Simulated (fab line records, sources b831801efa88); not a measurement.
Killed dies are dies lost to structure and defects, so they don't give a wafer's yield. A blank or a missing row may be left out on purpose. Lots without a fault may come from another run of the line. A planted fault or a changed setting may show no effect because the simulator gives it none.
Chamber matching | flow gf180mcu | GF_STI_CMP_25 on cmp-01: 4 sister chambers
The step polishes, stops on Si3N4, t overpolish 33 s, target thk 524.6 nm. 4 wafers are shown with their chamber, then 8 later ones without.

WAFERS WITH THEIR CHAMBER
wafer  | chamber | motor_current_A (A)
L205.3 | 0       | 13.1
L207.5 | 2       | 11.2
L207.6 | 1       | 11.2
L208.1 | 3       | 11.7

WAFERS WITHOUT THEIR CHAMBER
wafer  | motor_current_A (A)
L208.3 | 12.9
L208.6 | 13.6
L209.4 | 13.4
L209.5 | 12.4
L209.6 | 13.0
L213.3 | 10.7
L213.4 | 13.5
L213.5 | 10.4

WHICH CHAMBER EACH WENT THROUGH
wafer  | from the rows above               | in truth
L208.3 | 0                                 | 0
L208.6 | 0                                 | 0
L209.4 | 0                                 | 0
L209.5 | can't be placed: 0 or 3 or 1 or 2 | 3
L209.6 | 0                                 | 0
L213.3 | can't be placed: 1 or 2 or 3      | 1
L213.4 | 0                                 | 0
L213.5 | can't be placed: 1 or 2 or 3      | 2
Placed correctly: 5 of 8. Can't be placed from these rows: 3 (the true chamber is among the candidates in 3). Placed wrongly: 0.
How it was worked out, from the rows above alone: a wafer's distance from a chamber is the root of the sum, over the readings, of the square of ((its reading less the chamber's mean) divided by the reading's scatter). The wafer belongs to the nearest chamber; if the next one is less than 2 further off, it can't be placed. A chamber's mean is the mean of its shown wafers. The scatter: with one shown wafer a chamber, the root of the mean of the squares of how far each hidden wafer lies from its nearest shown one.
